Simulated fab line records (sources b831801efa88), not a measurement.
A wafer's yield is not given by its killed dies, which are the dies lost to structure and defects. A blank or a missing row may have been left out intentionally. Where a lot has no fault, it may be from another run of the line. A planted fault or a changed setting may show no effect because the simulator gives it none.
A lot that was struck, set against a sound lot	flow gf180mcu	17 out of 602 route steps
Sound: wafers L538.1, L538.5, L538.6. Struck: wafers L547.1, L547.3 (left out: L547.6, a lot-mate that was not struck); the cause follows at the end.
At each step with rows: each side's tool, then ch and its chambers, then its first start. Under that, the readings that differ: sound wafers	struck wafers	difference of the means	sigmas: that difference in standard deviations of wafers without a fault.
alike: readings whose means differ by less than 2 such deviations, and words and numbers that are the same on both sides. not compared: withheld readings, readings that some wafer has no value for, bounds like >300 that may hide the same value, and numbers for which the record gives no deviation and whose values overlap.
A row with sigmas, a row that says differs or no value, or rows on one side alone: a step with any of these is where the two part. When numbers do not overlap yet have no deviation, they are printed without sigmas and do not part them. A reading missing from all wafers of one side parts the sides only when that side holds two or more wafers.

first, 4 steps without rows for these wafers: GF_M4_SOFTBAKE_10 (time 60 s); GF_M4_EXPOSE_11 (exposes mask Metal4, target cd 280 nm); GF_M4_PEB_12 (peb time 90 s); GF_M4_DEVELOP_13 (develop time 60 s).
GF_M4_CD_MEAS_14: target cd 280 nm.
  sound: cdSem-01 at day 24 07:19; struck: cdSem-01 at day 27 07:25
  alike: cdNm
GF_M4_OVL_MEAS_15:
  sound: overlay-01 at day 24 07:26; struck: overlay-02 at day 27 07:32
reading	sound	struck	difference	sigmas
M4_OVL (nm)	-7 -5 -5	13 20	+22	+3
GF_M4_METAL_ETCH_16: etches the open film in Cl2/BCl3, stops on SiO2, target depth 627.5 nm, time 104.6 s.
  sound on rieMetal-03 ch 0,1, day 24 07:28; struck on rieMetal-04 ch 1, day 27 07:35
reading	sound	struck	difference	sigmas
rfFwdPowerW (W)	793.9 793.4 790.4	801.4 796.0	+6.1	+2
  alike: drypumpMotorCurrentA, oesProductAu, throttleValvePct
  not compared: rfHoursCounterH
GF_M4_STRIP_17: strips in O2/N2.
  sound on plasmaAsher-03 ch 0,1, day 24 07:35; struck on plasmaAsher-01 ch 0,1, day 27 07:41
  alike: drypumpMotorCurrentA, heaterPowerW, oesProductAu, stripTimeToEndpointS
  not compared: rfHoursCounterH
then, 3 steps without rows for these wafers: GF_M4_STRIP_18 (strips in post etch residue remover, time 1200 s); GF_M4_CLEAN_19 (cleans in DIW); GF_V4_CVD_00 (deposits SiO2, target thk 600 nm, time 100 s).
GF_V4_THK_MEAS_01:
  sound: filmMetro-01 at day 24 08:14; struck: filmMetro-01 at day 27 08:20
  alike: V4_CVD_00_THK
GF_V4_CVD_02: deposits SiO2 from TEOS, target thk 850 nm, time 94.851 s.
  sound on pecvd-01 ch 0,2, day 24 08:17; struck on pecvd-02 ch 0,1, day 27 08:23
reading	sound	struck	difference	sigmas
heaterPowerW (W)	633 662 506	824 823	+223	+2
model.SiO2_of_V4_CVD_02.thkNm (nm)	843.5 859.9 853	781 782	-71	
  alike: rfFwdPowerW
GF_V4_THK_MEAS_03:
  sound: filmMetro-01 at day 24 08:22; struck: filmMetro-04 at day 27 08:28
reading	sound	struck	difference	sigmas
V4_CVD_02_THK (nm)	844 860 853	781 782	-71	-5
GF_V4_CMP_04: polishes SiO2.
  sound on cmp-01 ch 1,2,3, day 24 08:34; struck on cmp-01 ch 1,2, day 27 08:31
reading	sound	struck	difference	sigmas
timeToEndpointS (s)	77 88 80	60 52	-26	-4
  alike: motorCurrentA
GF_V4_BOW_MEAS_05:
  sound: filmMetro-04 at day 24 08:43; struck: filmMetro-04 at day 27 08:49
  alike: V4_BOW
next, for these wafers, 1 step has no rows: GF_PASSIVATION_PROBE_99.

== WHERE THEY PART ==
Earliest at GF_M4_OVL_MEAS_15; latest, in this record, at GF_V4_CMP_04. Later steps at which nothing parts them and some readings are alike: GF_V4_BOW_MEAS_05.

WHY: whatever the simulator had introduced
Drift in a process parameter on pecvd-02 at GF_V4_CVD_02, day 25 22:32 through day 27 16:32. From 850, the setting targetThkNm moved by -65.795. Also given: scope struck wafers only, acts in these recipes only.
